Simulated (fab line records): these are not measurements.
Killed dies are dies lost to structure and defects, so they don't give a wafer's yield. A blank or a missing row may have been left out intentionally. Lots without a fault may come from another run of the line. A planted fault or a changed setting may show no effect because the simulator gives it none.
Which tool is to blame?	flow sky130	33 wafers from 11 lots sampled at 6 of the route's 708 steps

## WHAT THE GAUGES READ, wafer by wafer
SKY_LDD_P_OVL_MEAS_08.
lot	measured	on	LDD_P_OVL (nm)
L992	day 20 16:31	overlay-01	-0.1 1.5 -0.9
L993	day 21 01:10	overlay-02	-0.8 1.5 1.6
L995	day 21 21:15	overlay-01	-1.7 -0.5 1.1
L100	day 23 11:34	overlay-01	1.5 1.1 0.3
L101	day 23 23:28	overlay-02	1.2 1.3 1.3
L103	day 24 13:34	overlay-02	-0.7 -0.5 1.6
L104	day 24 22:04	overlay-01	-1.8 1.6 -1.1
L105	day 25 04:42	overlay-02	0.6 -0.4 0.0
L106	day 25 20:51	overlay-02	-0.9 0.0 -2.3
L108	day 26 12:28	overlay-02	0.3 -0.9 2.2
L111	day 28 05:04	overlay-02	0.3 -1.6 0.1

SKY_LDD_LDN_OVL_MEAS_07.
lot	measured	on	LDD_LDN_OVL (nm)
L992	day 24 11:02	overlay-01	-0.2 -1.0 0.9
L993	day 24 19:28	overlay-02	1.7 0.6 -1.4
L995	day 25 14:11	overlay-02	0.7 0.5 1.0
L100	day 27 03:08	overlay-01	2.7 0.4 2.2
L101	day 27 15:45	overlay-02	1.8 0.6 2.2
L103	day 28 04:02	overlay-01	0.0 1.4 3.0
L104	day 28 12:56	overlay-01	0.4 1.5 -0.2
L105	day 28 19:20	overlay-02	0.7 1.8 3.8
L106	day 29 10:47	overlay-01	0.2 -0.4 -1.1
L108	day 30 02:00	overlay-01	3.1 2.3 3.1
L111	day 31 17:08	overlay-02	3.4 2.2 3.1

SKY_RES_XHIGH_TW_MEAS_09.
lot	measured	on	RES_XHIGH_TW
L992	day 28 04:12	film_metro-04	1639 1642 1637
L993	day 28 12:19	film_metro-01	1657 1679 1668
L995	day 29 06:44	film_metro-01	1670 1674 1675
L100	day 30 16:42	film_metro-03	30 29 29 30 30 30
L101	day 31 10:02	film_metro-03	30 30 30 30 30 30
L103	day 31 18:17	film_metro-01	1668 1670 1661
L104	day 32 04:02	film_metro-04	1655 1651 1650
L105	day 32 09:26	film_metro-04	1649 1651 1665
L106	day 32 23:47	film_metro-04	1656 1666 1649
L108	day 33 18:18	film_metro-04	1656 1655 1652
L111	day 35 02:48	film_metro-01	1663 1670 1661

SKY_SD_N_CD_MEAS_07 targets a cd of 380 nm.
lot	measured	on	cd_nm (nm)
L992	day 29 08:31	cd_sem-01	376.0 378.1 374.5
L993	day 29 16:20	cd_sem-01	380.7 382.4 383.5
L995	day 30 09:32	cd_sem-02	379.6 377.3 378.9
L103	day 32 21:11	cd_sem-02	379.3 379.2 377.6
L104	day 33 07:13	cd_sem-02	375.7 377.1 376.0
L105	day 33 12:42	cd_sem-02	378.0 381.7 377.4
L106	day 34 02:08	cd_sem-02	378.5 379.8 377.9
L108	day 34 19:56	cd_sem-01	381.3 380.2 381.7
L111	day 36 04:13	cd_sem-01	379.1 377.9 379.4

## EACH LOT AND THE TOOL THAT RAN IT (in order: tool; ch and the chambers of the sampled wafers; start)
lot	SKY_SD_P_STRIP_10	SKY_RES_XHIGH_STRIP_08
L992	plasma_asher-04 ch 0,1, day 26 23:49	plasma_asher-01 ch 0,1, day 28 04:07
L993	plasma_asher-04 ch 0,1, day 27 08:20	plasma_asher-01 ch 0,1, day 28 12:13
L995	plasma_asher-01 ch 0,1, day 28 02:14	plasma_asher-04 ch 0,1, day 29 06:38
L100	plasma_asher-01 ch 0,1, day 29 13:11	plasma_asher-02 ch 0,1, day 30 16:37
L101	plasma_asher-04 ch 0,1, day 30 06:53	plasma_asher-02 ch 0,1, day 31 09:56
L103	plasma_asher-04 ch 0,1, day 30 14:29	plasma_asher-04 ch 0,1, day 31 18:11
L104	plasma_asher-03 ch 0,1, day 31 00:06	plasma_asher-02 ch 0,1, day 32 03:56
L105	plasma_asher-01 ch 0,1, day 31 05:48	plasma_asher-04 ch 0,1, day 32 09:20
L106	plasma_asher-04 ch 0,1, day 31 20:14	plasma_asher-01 ch 0, day 32 23:41
L108	plasma_asher-01 ch 0,1, day 32 14:47	plasma_asher-01 ch 0,1, day 33 18:13
L111	plasma_asher-01 ch 0,1, day 34 01:10	plasma_asher-04 ch 0,1, day 35 02:43
- SKY_SD_P_STRIP_10: strips in O2/N2.
- SKY_RES_XHIGH_STRIP_08: strips in O2/N2.

## AS READ BY THE TOOLS THEMSELVES (means over the sampled wafers that have a number; for cases with no such wafer, the mark the record gives instead)
SKY_SD_P_STRIP_10.
lot	tool	chamber_pressure_mTorr (mTorr)	drypump_motor_current_A (A)	oes_product_au (a.u.)	strip_time_to_endpoint_s (s)
L992	plasma_asher-04	1499.6	5.1	0.618	17.43
L993	plasma_asher-04	1501.0	5.1	0.619	17.40
L995	plasma_asher-01	1501.0	6.1	0.617	17.38
L100	plasma_asher-01	-	-	-	-
L101	plasma_asher-04	-	-	-	-
L103	plasma_asher-04	1499.7	5.1	0.621	17.50
L104	plasma_asher-03	1500.5	5.5	0.619	17.48
L105	plasma_asher-01	1499.2	5.9	0.614	17.51
L106	plasma_asher-04	1500.3	5.1	0.619	17.50
L108	plasma_asher-01	1500.4	5.9	0.615	17.44
L111	plasma_asher-01	1499.1	6.1	0.624	17.57

SKY_RES_XHIGH_STRIP_08.
lot	tool	chamber_pressure_mTorr (mTorr)	drypump_motor_current_A (A)	oes_product_au (a.u.)	strip_time_to_endpoint_s (s)
L992	plasma_asher-01	1499.5	6.1	0.709	14.28
L993	plasma_asher-01	1500.8	6.1	0.711	14.24
L995	plasma_asher-04	1500.3	5.1	0.713	14.27
L100	plasma_asher-02	1500.5	5.4	0.722	31.34
L101	plasma_asher-02	1500.3	5.4	0.715	31.37
L103	plasma_asher-04	1498.9	5.1	0.708	14.22
L104	plasma_asher-02	1501.0	5.7	0.707	14.28
L105	plasma_asher-04	1501.9	5.1	0.707	14.29
L106	plasma_asher-01	1499.1	6.3	0.713	14.26
L108	plasma_asher-01	1501.4	6.1	0.712	14.26
L111	plasma_asher-04	1500.7	5.1	0.711	14.24

## THE ANSWER, worked out from the rows above alone
Rule: what is usual is taken from the lots themselves. The widest of any qualifying gaps counts: lots, ordered by their means at a reading, are off when they make up no more than a third of the lots, leave a main group of 4 or more, and stand apart from it by 3 or more times the standard deviation of that group's means. If all means in a main group match to the digits the tables above print for the reading, that group is not used. A lot without any number at a reading at which 4 lots or more have one is off too. The other lots that the step has rows for count as sound. The gauges are gone through in route order, then the tools' own readings, and for those a lot's mean is taken as printed above. At the first step where some lot is off, the reading lying furthest off is the one used; lots without a number count as furthest.
Off: at SKY_RES_XHIGH_TW_MEAS_09 (RES_XHIGH_TW), L100, L101. The main group: mean 1659, standard deviation 9.7.
A tool fits if, at a process step before that reading, it ran every lot that is off, and no sound lot after the first of them. The gauges at SKY_RES_XHIGH_TW_MEAS_09 aren't tried: what is off there is off at SKY_SD_P_STRIP_10 too, on other tools, and a gauge's error can't cause that. Not one of the candidates tried fits.

## WHAT THE SIMULATOR HAD PUT IN
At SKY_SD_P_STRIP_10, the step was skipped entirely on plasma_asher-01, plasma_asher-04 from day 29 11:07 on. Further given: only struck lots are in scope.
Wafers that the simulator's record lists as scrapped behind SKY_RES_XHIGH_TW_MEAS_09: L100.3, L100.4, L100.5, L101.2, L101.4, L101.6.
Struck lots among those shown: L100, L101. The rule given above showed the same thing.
